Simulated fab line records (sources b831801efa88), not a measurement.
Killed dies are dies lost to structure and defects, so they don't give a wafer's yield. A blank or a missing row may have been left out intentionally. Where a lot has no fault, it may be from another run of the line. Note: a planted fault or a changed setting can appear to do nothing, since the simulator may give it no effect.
Struck lot and sound lot, side by side ; flow sky130 ; 34 out of 708 route steps
Sound: the wafers L890.2, L890.4, L890.5. Struck: wafer L874.6. (L874.1 of the same lot was not struck and is left out.) The cause comes at the end.
Each step with rows lists, per side, the tool, then ch with its chambers, then its first start. Under that, the readings that differ: sound wafers ; struck wafers ; difference of the means ; sigmas: that difference in standard deviations of wafers without a fault.
alike: readings with means less than 2 such deviations apart, plus words and numbers identical on both sides. not compared: withheld readings, readings lacking a value on some wafer, bounds such as >300 that could conceal the same value, and numbers that have no deviation in the record and whose values overlap.
Wherever a step has rows on one side only, a row that says differs or no value, or a row with sigmas, the two part there. Numbers that don't overlap but have no deviation are shown without sigmas and don't part them. A reading missing from all wafers of one side parts the sides only when that side holds two or more wafers.

first, 9 steps without rows for these wafers: SKY_METAL1_DEVELOP_14 (develop time 60 s); SKY_METAL1_DESCUM_17 (chemistry O2, time 8 s); SKY_METAL1_ETCH_18 (etches BARC in N2/H2, stops on SiO2, time 45.9 s, target depth 60 nm); SKY_METAL1_METAL_ETCH_19 (etches the open film in Cl2/BCl3, stops on SiO2, target depth 360 nm, time 78 s); SKY_METAL1_STRIP_20 (strips in O2/N2); SKY_METAL1_STRIP_21 (strips in post etch residue remover, time 1200 s); SKY_METAL1_CLEAN_22 (cleans in IPA, time 180 s); SKY_METAL1_CLEAN_23 (cleans in O3/DIW); SKY_VIA1_HDPCVD_00 (deposits SiO2, target thk 1030 nm, time 171.7 s).
SKY_VIA1_CMP_02: polishes SiO2.
  sound on cmp-01 ch 0,3, day 40 10:20; struck on cmp-01 ch 3, day 34 21:14
reading;sound;struck;difference;sigmas
model.SiO2_of_VIA1_HDPCVD_00.thk nm (nm);344.4 344.2 342.9;257.9;-85.9;
  alike: motor current A, slurry filter dp kPa
then, 9 steps without rows for these wafers: SKY_VIA1_DEHYDRATE_04 (time 60 s); SKY_VIA1_HMDS_05 (prime time 60 s); SKY_VIA1_COAT_06 (resist thk 60 nm); SKY_VIA1_COAT_07 (resist thk 450 nm); SKY_VIA1_SOFTBAKE_08 (time 90 s); SKY_VIA1_EXPOSE_09 (exposes mask VIM, target cd 150 nm); SKY_VIA1_PEB_10; SKY_VIA1_DEVELOP_11 (develop time 60 s); SKY_VIA1_ETCH_14 (etches BARC in N2/H2, stops on SiO2, time 45.9 s, target depth 60 nm).
SKY_VIA1_ETCH_15: etches SiO2 in C4F8/O2/Ar, stops on TiN, target depth 351 nm, time 54 s.
  sound on rie diel-02 ch 1,2,3, day 41 12:02; struck on rie diel-02 ch 1, day 35 23:19
reading;sound;struck;difference;sigmas
oes product au (a.u.);0.976 0.980 0.976;0.831;-0.146;-27
model.VIA1.feature depth nm (nm);343.9 341.5 342.9;257.9;-84.9;
model.etch.depth nm (nm);343.9 341.5 342.9;257.9;-84.9;
  alike: bias w
  not compared: rf hours counter h
then, 12 steps without rows for these wafers: SKY_VIA1_STRIP_16 (strips in O2/N2); SKY_VIA1_STRIP_17 (strips in post etch residue remover, time 1200 s); SKY_VIA1_CLEAN_18 (cleans in IPA, time 180 s); SKY_VIA1_CLEAN_19 (cleans in O3/DIW); SKY_VIA1_SPUTTER_20 (material TiN, target thk 20 nm, time 80 s); SKY_VIA1_CVD_21 (deposits W, target thk 270 nm, time 80.902 s); SKY_VIA1_CMP_24 (polishes, stops on SiO2, t overpolish 15 s, target thk 0 nm); SKY_METAL2_SPUTTER_00 (material Ti, target thk 15 nm, time 10 s); SKY_METAL2_SPUTTER_01 (material TiN, target thk 20 nm, time 16.7 s); SKY_METAL2_SPUTTER_02 (material AlCu, target thk 250 nm, time 13.3 s); SKY_METAL2_SPUTTER_03 (material Ti, target thk 5 nm, time 3.3 s); SKY_METAL2_SPUTTER_04 (material TiN, target thk 70 nm, time 58.3 s).
SKY_METAL2_METAL_ETCH_19: etches the open film in Cl2/BCl3, stops on SiO2, target depth 360 nm, time 78 s.
  sound on rie metal-04 ch 0,1, day 42 13:11; struck on rie metal-02 ch 0, day 37 02:49
reading;sound;struck;difference;sigmas
model.SiO2_of_VIA1_HDPCVD_00.thk nm (nm);330.3 330.4 328.7;243.6;-86.2;
  alike: bias w, drypump motor current A, oes product au, throttle valve pct
  not compared: rf hours counter h
next, for these wafers, 1 step has no rows: SKY_PAD_OPEN_PROBE_99.

WHERE THEY PART
At SKY_VIA1_ETCH_15 and nowhere else, as far as this record goes. Later steps at which nothing parts them and some readings are alike: SKY_METAL2_METAL_ETCH_19.

WHY: what the simulator had put in
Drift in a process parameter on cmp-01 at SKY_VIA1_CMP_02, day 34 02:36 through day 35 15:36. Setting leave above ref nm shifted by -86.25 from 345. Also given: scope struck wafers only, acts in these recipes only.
